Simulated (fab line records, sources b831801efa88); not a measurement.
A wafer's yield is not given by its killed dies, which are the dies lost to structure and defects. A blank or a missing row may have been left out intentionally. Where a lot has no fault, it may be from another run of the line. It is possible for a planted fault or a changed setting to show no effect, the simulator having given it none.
fab line records | flow gf180mcu | part 1 of 2: steps 1 to 23 of 32
record: lots: 5 wafers: 15 last-day: 33
route steps=602 shown HV_LDD@227 NSD@235 PSD@248
lots that met no fault: taken from a fault-free run of the same line
start-h: hours from the record's opening day to when the first of the lot's shown wafers began | wait-h: time in hours since the lot's previous step | " repeats the value in the row above | L1.1+2: several wafers, shown together as one row | - value missing, or start not given | * or withheld: withheld | < > ~ a bound
route shown NAME@n: NAME is a module with steps in the file, n the number in the route of the first one | usual: mean/standard deviation of fault-free wafers | same: alike in all rows | chamber/n: place in a boat | sites: readings site by site | _std_site: standard deviation across them | _edge_site: inner sites' mean taken away from outer sites' mean | radius-mm: for every site, how far away it sits from the centre of the wafer | mask NAME#n: copy n | behind: tool/chamber where the wafer was last shaped | hold: the reason the lot was held/the length of the hold in hours/how it ended | device: which transistor (n, p or np) failed to switch | end of line: the same wafers' tests at the end of the route | for a step that has no rows: nothing shown but its recipe | killed: dies that structure and defects cost at the first sort, which is not the same as the wafer's yield | map: per-die view of a wafer (x killed, . not killed, _ where there is no die)
set.NAME: setting as actually run; set.NAME@STEP: the setting as run at that earlier step | model.NAME: the simulator's own value behind a step, which no gauge read
lots seen at some steps along the route; tables by step, rows by wafer
services: when a tool's chamber went out of use (start-h, in hours from the record's first day, below 0 if earlier), for how many hours, and the reason
== steps ==
step: GF_HV_LDD_CLEAN_51
recipe: chemistry: SC1/SC2 mix: 1:4:20 temp-c: 70 time-s: 150 dry: n2-spin
columns lot.wafer tool chamber start-h wait-h
L077.1+4+5 wet-bench-01 2 296.15 0.1
L081.2+3+6 wet-bench-02 2 332.30 0.0
L082.1+2+3 wet-bench-03 0 336.89 0.1
L083.1+4+5 wet-bench-01 0 346.59 0.1
L092.2+4+5 wet-bench-01 1 408.65 0.0
step: GF_HV_LDD_RTA_52
recipe: temp-c: 1000 time-s: 10 ambient: N2
usual: lamp-power-pct: 35.9/1.1 wafer_temp_C_max: 1004.7/1.5
columns lot.wafer tool chamber start-h wait-h lamp-power-pct wafer_temp_C_max
L077.1 rtp-anneal-01 0 296.20 0.0 35.0 1004.0
L077.4 " 0 " " 35.0 1004.1
L077.5 " 0 " " 34.9 1005.5
L081.2 rtp-anneal-02 0 332.42 0.0 37.2 1004.5
L081.3 " 0 " " 37.1 1006.0
L081.6 " 0 " " 37.1 1005.9
L082.1 rtp-anneal-02 0 336.99 0.0 37.1 1005.9
L082.2 " 0 " " 37.1 1006.2
L082.3 " 0 " " 37.1 1006.3
L083.1 rtp-anneal-01 0 346.64 0.0 34.9 1002.8
L083.4 " 0 " " 35.0 1002.7
L083.5 " 0 " " 34.9 1004.3
L092.2 rtp-anneal-01 0 408.71 0.0 34.9 1004.4
L092.4 " 0 " " 34.9 1004.4
L092.5 " 0 " " 35.0 1004.6
step: GF_HV_LDD_RS_MEAS_53
recipe: thk-meas-gauge: four-point-probe
usual: HV_LDD_RS: 419.1/0.97
columns lot.wafer tool chamber start-h wait-h HV_LDD_RS[ohm/sq]
L077.1 film-metro-04 - 296.27 0.1 420.2
L077.4 " - " " 422.1
L077.5 " - " " 421.2
L081.2 film-metro-01 - 332.49 0.1 419.8
L081.3 " - " " 418.2
L081.6 " - " " 418.5
L082.1 film-metro-04 - 337.06 0.1 419.6
L082.2 " - " " 418.4
L082.3 " - " " 418.9
L083.1 film-metro-01 - 346.71 0.1 419.6
L083.4 " - " " 418.2
L083.5 " - " " 419.7
L092.2 film-metro-04 - 408.78 0.1 420.0
L092.4 " - " " 419.8
L092.5 " - " " 419.6
step: GF_HV_LDD_CVD_54
recipe: material: SiO2 target-thk-nm: 10 precursor: TEOS temp-c: 680 time-s: 75 pressure-mtorr: 400
usual: susceptor-temp-C: 680.01/0.3 zone-power-centre-pct: 10.0/0.96
columns lot.wafer tool chamber start-h wait-h susceptor-temp-C zone-power-centre-pct
L077.1 lpcvd-02 0 296.39 0.1 679.99 9.1
L077.4 " 0 " " 680.19 9.2
L077.5 " 0 " " 680.31 9.2
L081.2 lpcvd-02 0 332.59 0.1 680.17 9.1
L081.3 " 0 " " 679.91 9.2
L081.6 " 0 " " 679.78 9.1
L082.1 lpcvd-01 0 337.18 0.1 679.79 11.2
L082.2 " 0 " " 679.99 11.3
L082.3 " 0 " " 679.99 11.4
L083.1 lpcvd-01 0 346.83 0.1 680.57 11.1
L083.4 " 0 " " 680.12 11.3
L083.5 " 0 " " 679.99 11.1
L092.2 lpcvd-01 1 410.29 1.5 679.96 9.3
L092.4 " 1 " " 680.65 9.2
L092.5 " 1 " " 680.19 9.2
step: GF_HV_LDD_THK_MEAS_55
recipe: reads: SiO2_of_HV_LDD_CVD_54
usual: HV_LDD_CVD_54_THK: 9.91/0.13
columns lot.wafer tool chamber start-h wait-h HV_LDD_CVD_54_THK[nm]
L077.1 film-metro-01 - 297.41 0.0 9.91
L077.4 " - " " 10.04
L077.5 " - " " 9.89
L081.2 film-metro-04 - 333.62 0.0 9.88
L081.3 " - " " 9.68
L081.6 " - " " 9.76
L082.1 film-metro-04 - 338.20 0.0 9.86
L082.2 " - " " 9.96
L082.3 " - " " 9.78
L083.1 film-metro-02 - 347.85 0.0 9.92
L083.4 " - " " 9.94
L083.5 " - " " 10.09
L092.2 film-metro-04 - 411.32 0.0 10.05
L092.4 " - " " 9.96
L092.5 " - " " 9.94
step: GF_HV_LDD_CVD_56
recipe: material: Si3N4 precursor: DCS/NH3 target-thk-nm: 90 temp-c: 770 time-s: 1543 pressure-mtorr: 250
usual: susceptor-temp-C: 770.0/0.33 zone-power-centre-pct: 12.8/1.2
columns lot.wafer tool chamber start-h wait-h susceptor-temp-C zone-power-centre-pct
L077.1 lpcvd-01 1 297.47 0.1 770.4 11.6
L077.4 " 1 " " 770.1 11.8
L077.5 " 1 " " 769.4 11.5
L081.2 lpcvd-01 0 333.67 0.0 769.9 14.0
L081.3 " 0 " " 769.8 14.3
L081.6 " 0 " " 769.5 14.3
L082.1 lpcvd-01 0 338.26 0.1 770.1 14.1
L082.2 " 0 " " 770.2 14.0
L082.3 " 0 " " 769.5 14.3
L083.1 lpcvd-01 0 349.84 2.0 770.4 14.0
L083.4 " 0 " " 770.6 14.5
L083.5 " 0 " " 770.7 14.4
L092.2 lpcvd-01 0 411.37 0.0 770.0 14.2
L092.4 " 0 " " 770.1 14.2
L092.5 " 0 " " 769.8 14.2
step: GF_HV_LDD_THK_MEAS_57
recipe: reads: Si3N4_of_HV_LDD_CVD_56
usual: HV_LDD_CVD_56_THK: 89.6/0.75
columns lot.wafer tool chamber start-h wait-h HV_LDD_CVD_56_THK[nm]
L077.1 film-metro-04 - 298.90 0.0 88.3
L077.4 " - " " 89.3
L077.5 " - " " 89.3
L081.2 film-metro-04 - 335.11 0.0 88.9
L081.3 " - " " 88.3
L081.6 " - " " 88.2
L082.1 film-metro-01 - 339.69 0.0 88.9
L082.2 " - " " 88.2
L082.3 " - " " 87.9
L083.1 film-metro-02 - 351.27 0.0 89.5
L083.4 " - " " 89.5
L083.5 " - " " 88.8
L092.2 film-metro-01 - 412.81 0.0 89.5
L092.4 " - " " 89.4
L092.5 " - " " 90.5
step: GF_HV_LDD_ETCHBACK_58
recipe: chemistry: CH3F/O2 target: Si3N4 stop-on: SiO2 source-w: 400 bias-w: 80 pressure-mtorr: 25 ch3f-flow-sccm: 40 O2_flow_sccm: 30 time-s: 100 target-depth-a: 900
usual: chamber-pressure-mTorr: 24.999/0.021 drypump-motor-current-A: 5.8/0.39 oes-product-au: 0.841/0.0056 throttle-valve-pct: 10.559/0.0083
columns lot.wafer tool chamber start-h wait-h chamber-pressure-mTorr drypump-motor-current-A oes-product-au rf-hours-counter-h throttle-valve-pct
L077.1 rie-diel-04 1 298.96 0.1 24.966 6.4 0.828 82 10.572
L077.4 " 0 " " 25.004 6.3 0.840 38 10.543
L077.5 " 3 " " 24.992 5.2 0.844 - 10.549
L081.2 rie-diel-04 0 335.16 0.0 25.034 6.3 0.836 38 10.549
L081.3 " 1 " " 24.960 6.4 0.833 82 10.555
L081.6 " 0 " " 24.985 6.3 0.837 - 10.559
L082.1 rie-diel-04 0 339.75 0.1 24.963 6.3 0.838 39 10.553
L082.2 " 1 " " 25.006 6.4 0.833 82 10.570
L082.3 " 2 " " 24.981 5.7 0.833 3 10.561
L083.1 rie-diel-02 0 351.33 0.1 24.996 5.6 0.845 11 10.558
L083.4 " 2 " " 24.980 5.8 0.839 - 10.548
L083.5 " 1 " " 24.987 5.0 0.837 - 10.566
L092.2 rie-diel-03 0 412.86 0.0 24.990 5.7 0.838 51 10.548
L092.4 " 3 " " 25.017 6.1 0.843 7 10.557
L092.5 " 0 " " 24.984 5.7 0.847 - 10.559
step: GF_NSD_DEHYDRATE_00
recipe: temp-c: 200 time-s: 60
usual: exhaust-pa: 44.7/0.85 resist-line-temp-C: 23.03/0.1
columns lot.wafer tool chamber start-h wait-h exhaust-pa resist-line-temp-C
L077.1 litho-track-01 0 308.28 9.3 44.7 23.02
L077.4 " 0 " " 43.6 23.08
L077.5 " 0 " " 44.4 23.24
L081.2 litho-track-04 0 345.04 9.8 44.8 23.03
L081.3 " 0 " " 43.7 23.19
L081.6 " 0 " " 43.9 23.08
L082.1 litho-track-04 0 349.62 9.8 46.0 22.95
L082.2 " 0 " " 45.0 23.08
L082.3 " 0 " " 45.6 23.02
L083.1 litho-track-02 0 361.53 10.2 43.9 22.93
L083.4 " 0 " " 43.4 22.92
L083.5 " 0 " " 45.0 22.94
L092.2 litho-track-01 0 424.31 11.4 45.3 22.96
L092.4 " 0 " " 44.6 22.85
L092.5 " 0 " " 45.7 22.95
step: GF_NSD_HMDS_01
recipe: prime-time-s: 60 prime-temp-c: 120
usual: exhaust-pa: 44.9/0.87 prime-temp-c: 119.99/0.14 resist-line-temp-C: 22.99/0.1
columns lot.wafer tool chamber start-h wait-h exhaust-pa prime-temp-c resist-line-temp-C
L077.1 litho-track-01 0 308.43 0.1 45.4 119.96 23.02
L077.4 " 0 " " 47.2 120.03 22.89
L077.5 " 0 " " 47.1 119.98 22.95
L081.2 litho-track-04 0 345.19 0.1 45.9 120.16 22.96
L081.3 " 0 " " 46.4 119.82 22.99
L081.6 " 0 " " 46.3 120.00 23.05
L082.1 litho-track-04 0 349.77 0.1 44.5 120.12 23.22
L082.2 " 0 " " 44.0 120.27 22.94
L082.3 " 0 " " 44.6 120.28 23.00
L083.1 litho-track-02 0 361.68 0.1 44.6 119.97 22.97
L083.4 " 0 " " 44.6 120.09 22.98
L083.5 " 0 " " 42.5 120.13 23.01
L092.2 litho-track-01 0 424.46 0.1 44.9 120.10 22.88
L092.4 " 0 " " 44.4 120.04 22.79
L092.5 " 0 " " 44.9 120.26 22.78
step: GF_NSD_COAT_02
recipe: resist: NOVOLAK spin-rpm: 3000 resist-thk-nm: 1000
usual: exhaust-pa: 45.1/0.9 resist-line-temp-C: 23.01/0.12
columns lot.wafer tool chamber start-h wait-h exhaust-pa resist-line-temp-C
L077.1 litho-track-01 0 308.58 0.1 45.9 23.07
L077.4 " 0 " " 45.8 22.86
L077.5 " 0 " " 44.6 23.17
L081.2 litho-track-04 0 345.34 0.1 45.0 23.11
L081.3 " 0 " " 44.5 23.12
L081.6 " 0 " " 43.1 22.90
L082.1 litho-track-04 0 349.92 0.1 44.3 23.04
L082.2 " 0 " " 43.3 23.30
L082.3 " 0 " " 43.5 22.92
L083.1 litho-track-02 0 361.83 0.1 44.7 23.10
L083.4 " 0 " " 45.2 23.11
L083.5 " 0 " " 43.7 23.41
L092.2 litho-track-01 0 424.61 0.1 45.6 23.09
L092.4 " 0 " " 46.4 23.08
L092.5 " 0 " " 45.2 23.07
step: GF_NSD_SOFTBAKE_03
recipe: temp-c: 90 time-s: 58.67 resist: NOVOLAK
usual: exhaust-pa: 45.0/0.99 resist-line-temp-C: 22.97/0.11
columns lot.wafer tool chamber start-h wait-h exhaust-pa resist-line-temp-C
L077.1 litho-track-01 0 308.73 0.1 45.1 22.95
L077.4 " 0 " " 44.5 22.92
L077.5 " 0 " " 45.2 22.95
L081.2 litho-track-04 0 345.49 0.1 46.4 23.03
L081.3 " 0 " " 46.1 23.03
L081.6 " 0 " " 46.0 22.95
L082.1 litho-track-04 0 350.07 0.1 43.4 22.94
L082.2 " 0 " " 45.5 22.90
L082.3 " 0 " " 45.6 22.96
L083.1 litho-track-02 0 361.98 0.1 46.3 23.00
L083.4 " 0 " " 45.0 22.98
L083.5 " 0 " " 44.3 23.05
L092.2 litho-track-01 0 424.76 0.1 46.5 23.02
L092.4 " 0 " " 45.1 23.14
L092.5 " 0 " " 46.4 23.11
step: GF_NSD_EXPOSE_04
recipe: mask-id: Nplus target-cd-nm: 400 na: 0.6 source-shape: conventional sigma-outer: 0.6 dose-mj: 140
usual: exposure-dose-mJ-cm2: 139.95/0.16 stage-vel-mm-s: 499.94/0.26
columns lot.wafer tool chamber start-h wait-h mask exposure-dose-mJ-cm2 stage-vel-mm-s
L077.1 iline-stepper-01 0 - - Nplus#0 139.85 500.12
L077.4 " 0 " " Nplus#0 139.81 499.94
L077.5 " 0 " " Nplus#0 140.12 500.01
L081.2 iline-stepper-02 0 - - Nplus#0 139.55 500.16
L081.3 " 0 " " Nplus#0 139.72 500.27
L081.6 " 0 " " Nplus#0 139.71 499.92
L082.1 iline-stepper-02 0 - - Nplus#0 139.83 499.68
L082.2 " 0 " " Nplus#0 140.04 499.89
L082.3 " 0 " " Nplus#0 139.91 499.51
L083.1 iline-stepper-02 0 - - Nplus#0 140.12 499.77
L083.4 " 0 " " Nplus#0 139.95 499.39
L083.5 " 0 " " Nplus#0 139.89 499.41
L092.2 iline-stepper-02 0 - - Nplus#0 139.92 500.09
L092.4 " 0 " " Nplus#0 140.25 500.19
L092.5 " 0 " " Nplus#0 140.02 499.89
step: GF_NSD_PEB_05
recipe: temp-c: withheld time-s: * resist: NOVOLAK
usual: exhaust-pa: 45.0/0.92 resist-line-temp-C: *
columns lot.wafer tool chamber start-h wait-h exhaust-pa resist-line-temp-C
L077.1 litho-track-02 0 - - 45.1 *
L077.4 " 0 " " 44.4 *
L077.5 " 0 " " 43.5 *
L081.2 litho-track-02 0 - - 45.1 *
L081.3 " 0 " " 46.0 *
L081.6 " 0 " " 44.3 *
L082.1 litho-track-04 0 - - 44.9 *
L082.2 " 0 " " 43.7 *
L082.3 " 0 " " 44.2 *
L083.1 litho-track-02 0 - - 45.8 *
L083.4 " 0 " " 44.1 *
L083.5 " 0 " " 43.8 *
L092.2 litho-track-02 0 - - 44.7 *
L092.4 " 0 " " 45.2 *
L092.5 " 0 " " 44.6 *
step: GF_NSD_DEVELOP_06
recipe: develop-time-s: 60 dev-temp-c: 23
usual: exhaust-pa: 44.8/0.89 resist-line-temp-C: 23.00/0.12
columns lot.wafer tool chamber start-h wait-h exhaust-pa resist-line-temp-C
L077.1 litho-track-02 0 319.28 0.1 43.4 22.97
L077.4 " 0 " " 42.8 23.18
L077.5 " 0 " " 43.8 22.91
L081.2 litho-track-02 0 356.35 0.1 44.9 22.87
L081.3 " 0 " " 45.7 23.00
L081.6 " 0 " " 44.9 23.03
L082.1 litho-track-04 0 360.47 0.1 45.4 22.93
L082.2 " 0 " " 45.2 22.75
L082.3 " 0 " " 45.5 22.77
L083.1 litho-track-02 0 372.63 0.1 45.9 22.87
L083.4 " 0 " " 45.3 22.93
L083.5 " 0 " " 45.2 22.87
L092.2 litho-track-02 0 436.95 0.1 44.8 22.83
L092.4 " 0 " " 45.4 22.92
L092.5 " 0 " " 44.0 22.88
step: GF_NSD_CD_MEAS_07
recipe: target-cd-nm: 400
usual: cd-nm: 399.1/2.3
columns lot.wafer tool chamber start-h wait-h cd-nm
L077.1 cd-sem-01 - 319.43 0.1 397.5
L077.4 " - " " 399.3
L077.5 " - " " 397.3
L081.2 cd-sem-02 - 356.50 0.1 398.3
L081.3 " - " " 395.0
L081.6 " - " " 398.8
L082.1 cd-sem-02 - 360.62 0.1 398.6
L082.2 " - " " 399.1
L082.3 " - " " 398.1
L083.1 cd-sem-01 - 372.78 0.1 401.5
L083.4 " - " " 403.0
L083.5 " - " " 402.1
L092.2 cd-sem-01 - 437.10 0.1 399.3
L092.4 " - " " 396.6
L092.5 " - " " 399.2
step: GF_NSD_OVL_MEAS_08
usual: NSD_OVL: 1.6/1.1
columns lot.wafer tool chamber start-h wait-h NSD_OVL[nm]
L077.1 overlay-02 - 319.55 0.1 2.7
L077.4 " - " " 0.5
L077.5 " - " " 0.0
L081.2 overlay-01 - 356.60 0.1 1.2
L081.3 " - " " -0.3
L081.6 " - " " 0.9
L082.1 overlay-01 - 360.74 0.1 2.2
L082.2 " - " " 1.1
L082.3 " - " " 0.8
L083.1 overlay-01 - 372.90 0.1 2.7
L083.4 " - " " 1.9
L083.5 " - " " 1.8
L092.2 overlay-02 - 437.20 0.1 2.5
L092.4 " - " " 1.2
L092.5 " - " " 0.3
step: GF_NSD_IMPLANT_09
recipe: species: As energy-kev: 60 dose-cm2: 4e+15 tilt-deg: 7
same: implant-ion-amu: 75
columns lot.wafer tool chamber start-h wait-h
L077.1+4+5 implanter-04 0 319.58 0.0
L081.2+3+6 implanter-02 0 356.66 0.0
L082.1+2+3 implanter-04 0 360.77 0.0
L083.1+4+5 implanter-01 0 372.93 0.0
L092.2+4+5 implanter-02 0 437.26 0.0
step: GF_NSD_IMPLANT_10
recipe: species: P energy-kev: 40 dose-cm2: 5e+14 tilt-deg: 7
same: implant-ion-amu: 31
columns lot.wafer tool chamber start-h wait-h
L077.1+4+5 implanter-04 0 319.73 0.1
L081.2+3+6 implanter-02 0 356.81 0.1
L082.1+2+3 implanter-04 0 360.92 0.1
L083.1+4+5 implanter-01 0 373.08 0.1
L092.2+4+5 implanter-02 0 437.41 0.1
step: GF_NSD_STRIP_11
recipe: chemistry: O2/N2 power-w: 1400 pressure-mtorr: 1500 platen-temp-c: 250 o2-flow-sccm: 3000 n2-flow-sccm: 300 overash-fraction: 0.5
usual: chamber-pressure-mTorr: 1499.9/1.3 drypump-motor-current-A: 5.8/0.48 heater-power-w: 327/24 oes-product-au: 0.487/0.0051 strip-time-to-endpoint-s: 22.95/0.042
columns lot.wafer tool chamber start-h wait-h chamber-pressure-mTorr drypump-motor-current-A heater-power-w oes-product-au rf-hours-counter-h strip-time-to-endpoint-s
L077.1 plasma-asher-03 0 319.88 0.1 1499.6 5.7 311 0.490 20 22.91
L077.4 " 1 " " 1499.7 6.0 308 0.487 - 22.91
L077.5 " 1 " " 1499.4 6.0 305 0.484 - 22.91
L081.2 plasma-asher-03 1 356.93 0.1 1498.2 6.0 301 0.491 24 22.92
L081.3 " 1 " " 1502.0 6.0 306 0.482 - 22.93
L081.6 " 1 " " 1500.7 6.0 307 0.477 - 22.87
L082.1 plasma-asher-03 1 361.07 0.1 1501.7 6.0 303 0.492 25 22.84
L082.2 " 0 " " 1501.7 5.7 311 0.480 25 22.90
L082.3 " 1 " " 1499.9 6.0 303 0.477 - 22.92
L083.1 plasma-asher-03 0 373.23 0.1 1501.7 5.7 319 0.490 26 22.96
L083.4 " 1 " " 1498.6 6.0 300 0.483 - 22.97
L083.5 " 0 " " 1499.4 5.7 307 0.481 - 22.97
L092.2 plasma-asher-02 0 437.53 0.1 1500.5 5.5 313 0.482 67 22.94
L092.4 " 1 " " 1499.8 6.5 374 0.476 - 22.92
L092.5 " 1 " " 1499.8 6.6 361 0.494 - 22.88
step: GF_NSD_TW_MEAS_12
usual: NSD_TW: 4236/38
columns lot.wafer tool chamber start-h wait-h NSD_TW
L077.1 film-metro-03 - 319.98 0.1 4270
L077.4 " - " " 4210
L077.5 " - " " 4248
L081.2 film-metro-04 - 357.04 0.1 4172
L081.3 " - " " 4175
L081.6 " - " " 4184
L082.1 film-metro-03 - 361.17 0.1 4201
L082.2 " - " " 4222
L082.3 " - " " 4226
L083.1 film-metro-03 - 373.35 0.1 4205
L083.4 " - " " 4228
L083.5 " - " " 4203
L092.2 film-metro-04 - 437.64 0.1 4215
L092.4 " - " " 4170
L092.5 " - " " 4184
step: GF_PSD_DEHYDRATE_00
recipe: temp-c: 200 time-s: 60
usual: exhaust-pa: 44.9/0.93 resist-line-temp-C: 22.99/0.11
columns lot.wafer tool chamber start-h wait-h exhaust-pa resist-line-temp-C
L077.1 litho-track-04 0 329.82 9.8 45.9 23.03
L077.4 " 0 " " 45.5 23.05
L077.5 " 0 " " 45.1 22.95
L081.2 litho-track-03 0 367.21 10.2 45.1 23.01
L081.3 " 0 " " 44.5 22.83
L081.6 " 0 " " 45.9 22.87
L082.1 litho-track-02 0 371.23 10.0 44.4 23.02
L082.2 " 0 " " 46.0 22.85
L082.3 " 0 " " 45.0 22.99
L083.1 litho-track-02 0 383.63 10.3 45.3 22.95
L083.4 " 0 " " 46.4 22.91
L083.5 " 0 " " 44.7 22.87
L092.2 litho-track-02 0 449.45 11.8 44.0 23.01
L092.4 " 0 " " 45.0 23.07
L092.5 " 0 " " 44.8 23.12
step: GF_PSD_HMDS_01
recipe: prime-time-s: 60 prime-temp-c: 120
usual: exhaust-pa: 45.0/0.87 prime-temp-c: 120.00/0.15 resist-line-temp-C: 23.02/0.087
columns lot.wafer tool chamber start-h wait-h exhaust-pa prime-temp-c resist-line-temp-C
L077.1 litho-track-04 0 329.97 0.1 46.2 119.88 22.99
L077.4 " 0 " " 45.1 119.69 23.02
L077.5 " 0 " " 46.0 119.99 23.04
L081.2 litho-track-03 0 367.36 0.1 45.1 120.14 22.99
L081.3 " 0 " " 46.4 120.13 23.01
L081.6 " 0 " " 44.2 120.15 23.06
L082.1 litho-track-02 0 371.38 0.1 44.2 120.20 22.94
L082.2 " 0 " " 42.2 120.31 22.94
L082.3 " 0 " " 45.3 120.07 22.87
L083.1 litho-track-02 0 383.78 0.1 44.3 119.94 23.04
L083.4 " 0 " " 44.5 119.92 22.96
L083.5 " 0 " " 43.8 119.88 23.14
L092.2 litho-track-02 0 449.60 0.1 45.4 119.92 22.99
L092.4 " 0 " " 44.8 120.02 23.10
L092.5 " 0 " " 44.6 120.06 23.09
